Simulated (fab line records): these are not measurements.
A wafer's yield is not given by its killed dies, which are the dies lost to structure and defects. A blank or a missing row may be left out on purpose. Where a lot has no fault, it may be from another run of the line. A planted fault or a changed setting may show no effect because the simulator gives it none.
Which tool is to blame? | flow sky130 | 33 wafers from 11 lots sampled at 7 of the route's 708 steps

WHAT THE GAUGES READ, wafer by wafer
SKY_RES_XHIGH_TW_MEAS_09. Usual: RES_XHIGH_TW 1636, standard deviation 9.7.
lot  | measured     | on            | RES_XHIGH_TW   | flag
L708 | day 27 02:23 | film metro-03 | 1655 1646 1653 |
L711 | day 28 04:14 | film metro-02 | 1637 1635 1639 |
L714 | day 29 08:23 | film metro-03 | 1642 1645 1642 |
L716 | day 29 23:38 | film metro-03 | 1651 1640 1635 |
L717 | day 30 04:24 | film metro-03 | 2024 2015 2026 | OFF
L718 | day 30 07:50 | film metro-03 | 2006 2004 2015 | OFF
L720 | day 31 06:58 | film metro-01 | 1999 2004 2002 | OFF
L721 | day 31 10:57 | film metro-02 | 1618 1621 1639 |
L729 | day 33 20:04 | film metro-02 | 1634 1633 1629 |
L728 | day 33 20:58 | film metro-02 | 1625 1629 1623 |
L730 | day 34 02:03 | film metro-02 | 1626 1633 1628 |

SKY_SD_N_RS_MEAS_18: measures by four-point-probe. Usual: RES_XHIGH_RS 333.2 ohm/sq, standard deviation 1.3.
lot  | measured     | on            | RES_XHIGH_RS (ohm/sq) | flag
L708 | day 28 07:27 | film metro-03 | 331.8 332.2 332.4     |
L711 | day 29 09:50 | film metro-01 | 332.3 333.6 332.9     |
L714 | day 30 13:10 | film metro-02 | 333.8 334.4 332.6     |
L716 | day 31 04:29 | film metro-03 | 334.9 333.3 335.0     |
L717 | day 31 09:02 | film metro-03 | 203.2 203.7 204.2     | OFF
L718 | day 31 12:17 | film metro-02 | 204.7 204.5 204.8     | OFF
L720 | day 32 11:08 | film metro-01 | 204.0 203.9 204.0     | OFF
L721 | day 32 16:05 | film metro-02 | 332.3 333.2 332.7     |
L729 | day 35 00:20 | film metro-03 | 330.8 331.4 331.7     |
L728 | day 35 01:07 | film metro-03 | 333.7 332.8 333.9     |
L730 | day 35 05:04 | film metro-02 | 333.7 332.7 333.6     |

SKY_LI_CONTACT_CD_MEAS_12: target cd 170 nm. Usual: cd nm 169.1 nm, standard deviation 1.6.
lot  | measured     | on        | cd nm (nm)        | flag
L708 | day 29 12:08 | cd sem-02 | 169.4 168.6 168.7 |
L711 | day 30 14:26 | cd sem-02 | 167.9 167.9 168.3 |
L714 | day 31 17:23 | cd sem-02 | 172.2 171.5 172.1 |
L716 | day 32 08:37 | cd sem-01 | 166.6 168.0 167.8 |
L717 | day 32 14:02 | cd sem-02 | 169.4 169.3 170.2 |
L718 | day 32 16:29 | cd sem-01 | 168.0 167.7 168.9 |
L720 | day 33 14:31 | cd sem-02 | 166.9 168.3 168.6 |
L721 | day 33 19:43 | cd sem-02 | 166.5 167.3 168.2 |
L729 | day 36 03:08 | cd sem-02 | 169.5 169.2 170.0 |
L728 | day 36 03:59 | cd sem-02 | 171.2 171.5 171.0 |
L730 | day 36 07:18 | cd sem-02 | 168.5 167.9 168.5 |

SKY_LI_CONTACT_RS_MEAS_22: measures by four-point-probe. Usual: LI_CONTACT_W_RS 0.284 ohm/sq, standard deviation 0.0034.
lot  | measured     | on            | LI_CONTACT_W_RS (ohm/sq) | flag
L708 | day 29 12:58 | film metro-03 | 0.285 0.284 0.279        |
L711 | day 30 15:17 | film metro-01 | 0.284 0.285 0.286        |
L714 | day 31 18:13 | film metro-02 | 0.284 0.283 0.281        |
L716 | day 32 09:34 | film metro-01 | 0.289 0.288 0.287        |
L717 | day 32 14:52 | film metro-03 | 0.283 0.277 0.280        |
L718 | day 32 17:19 | film metro-02 | 0.283 0.283 0.283        |
L720 | day 33 15:28 | film metro-02 | 0.288 0.285 0.287        |
L721 | day 33 20:35 | film metro-01 | 0.278 0.278 0.281        |
L729 | day 36 04:01 | film metro-01 | 0.284 0.284 0.284        |
L728 | day 36 04:49 | film metro-01 | 0.283 0.285 0.285        |
L730 | day 36 08:08 | film metro-03 | 0.282 0.285 0.283        |

WHAT TOOL EACH LOT RAN ON (gives the tool, then ch and the chambers of the sampled wafers, and finally the start)
lot  | SKY_RES_XHIGH_IMPLANT_07        | SKY_RES_XHIGH_STRIP_08               | SKY_LI_CONTACT_ETCH_15
L708 | implanter-01 ch 0, day 27 02:10 | plasma asher-01 ch 0,1, day 27 02:17 | rie diel-04 ch 0,1, day 29 12:18
L711 | implanter-04 ch 0, day 28 04:00 | plasma asher-02 ch 0,1, day 28 04:08 | rie diel-04 ch 0,2,3, day 30 14:37
L714 | implanter-01 ch 0, day 29 08:10 | plasma asher-02 ch 0,1, day 29 08:17 | rie diel-03 ch 0,1,2, day 31 17:34
L716 | implanter-03 ch 0, day 29 23:23 | plasma asher-01 ch 0,1, day 29 23:32 | rie diel-04 ch 0,1,2, day 32 08:48
L717 | implanter-01 ch 0, day 30 03:50 | plasma asher-02 ch 0,1, day 30 04:18 | rie diel-04 ch 1,3, day 32 14:14
L718 | implanter-01 ch 0, day 30 07:16 | plasma asher-03 ch 0, day 30 07:44   | rie diel-03 ch 1,2,3, day 32 16:41
L720 | implanter-01 ch 0, day 31 06:16 | plasma asher-01 ch 0,1, day 31 06:52 | rie diel-04 ch 0,2,3, day 33 14:42
L721 | implanter-03 ch 0, day 31 10:44 | plasma asher-02 ch 0,1, day 31 10:52 | rie diel-03 ch 0,1,2, day 33 19:53
L729 | implanter-03 ch 0, day 33 19:50 | plasma asher-01 ch 0,1, day 33 19:58 | rie diel-04 ch 0,2, day 36 03:19
L728 | implanter-01 ch 0, day 33 20:44 | plasma asher-01 ch 0,1, day 33 20:52 | rie diel-02 ch 1,3, day 36 04:10
L730 | implanter-04 ch 0, day 34 01:50 | plasma asher-01 ch 0,1, day 34 01:58 | rie diel-04 ch 2,3, day 36 07:27
- SKY_RES_XHIGH_IMPLANT_07
- SKY_RES_XHIGH_STRIP_08: strips in O2/N2.
- SKY_LI_CONTACT_ETCH_15: etches PSG in C4F8/O2/Ar, stops on Si, target depth 600 nm.

AS READ BY THE TOOLS THEMSELVES (means over the sampled wafers that have a number; for cases with no such wafer, the mark the record gives instead)
SKY_RES_XHIGH_STRIP_08. Usual: drypump motor current A 5.7 A, standard deviation 0.48; oes product au 0.712 a.u., standard deviation 0.0042; strip time to endpoint s 14.26 s, standard deviation 0.036.
lot  | tool            | drypump motor current A (A) | oes product au (a.u.) | strip time to endpoint s (s) | flag
L708 | plasma asher-01 | 5.3                         | 0.707                 | 14.27                        |
L711 | plasma asher-02 | 5.5                         | 0.719                 | 14.22                        |
L714 | plasma asher-02 | 5.5                         | 0.713                 | 14.29                        |
L716 | plasma asher-01 | 5.3                         | 0.712                 | 14.26                        |
L717 | plasma asher-02 | 5.5                         | 0.690                 | 15.02                        | OFF
L718 | plasma asher-03 | 5.9                         | 0.682                 | 14.99                        | OFF
L720 | plasma asher-01 | 5.2                         | 0.686                 | 15.06                        | OFF
L721 | plasma asher-02 | 5.6                         | 0.712                 | 14.29                        |
L729 | plasma asher-01 | 5.3                         | 0.713                 | 14.33                        |
L728 | plasma asher-01 | 5.3                         | 0.711                 | 14.25                        |
L730 | plasma asher-01 | 5.3                         | 0.711                 | 14.24                        |

SKY_LI_CONTACT_ETCH_15. Usual: bias w 1200 W, standard deviation 3.4; oes product au 0.836 a.u., standard deviation 0.0047.
lot  | tool        | bias w (W) | oes product au (a.u.) | flag
L708 | rie diel-04 | 1201       | 0.833                 |
L711 | rie diel-04 | 1205       | 0.838                 |
L714 | rie diel-03 | 1197       | 0.838                 |
L716 | rie diel-04 | 1201       | 0.837                 |
L717 | rie diel-04 | 1195       | 0.833                 |
L718 | rie diel-03 | 1200       | 0.844                 |
L720 | rie diel-04 | 1203       | 0.837                 |
L721 | rie diel-03 | 1203       | 0.834                 |
L729 | rie diel-04 | 1199       | 0.837                 |
L728 | rie diel-02 | 1205       | 0.836                 |
L730 | rie diel-04 | 1198       | 0.834                 |

THE ANSWER, worked out from the rows above alone
Rule: a lot counts as off when the mean over its wafers that have a number is more than 3 standard deviations away from the usual mean. A lot without any number at a reading at which 4 lots or more have one is off too. Where the step has rows for the other lots, those lots are counted as sound. Order of review: gauges by route order, followed by the tools' own readings, for which a lot's mean as printed above is used. At the first step where some lot is off, the reading lying furthest off is the one used; lots without a number count as furthest.
Off: L717, L718, L720, at SKY_RES_XHIGH_TW_MEAS_09 (RES_XHIGH_TW).
If a tool, at a process step before that reading, ran all the lots that are off and no sound lot after the first of them, it fits. The gauges at SKY_RES_XHIGH_TW_MEAS_09 aren't tried: what is off there is off at SKY_RES_XHIGH_STRIP_08 too, on other tools, and a gauge's error can't cause that. Not one of the candidates tried fits.

WHAT WAS PUT IN BY THE SIMULATOR
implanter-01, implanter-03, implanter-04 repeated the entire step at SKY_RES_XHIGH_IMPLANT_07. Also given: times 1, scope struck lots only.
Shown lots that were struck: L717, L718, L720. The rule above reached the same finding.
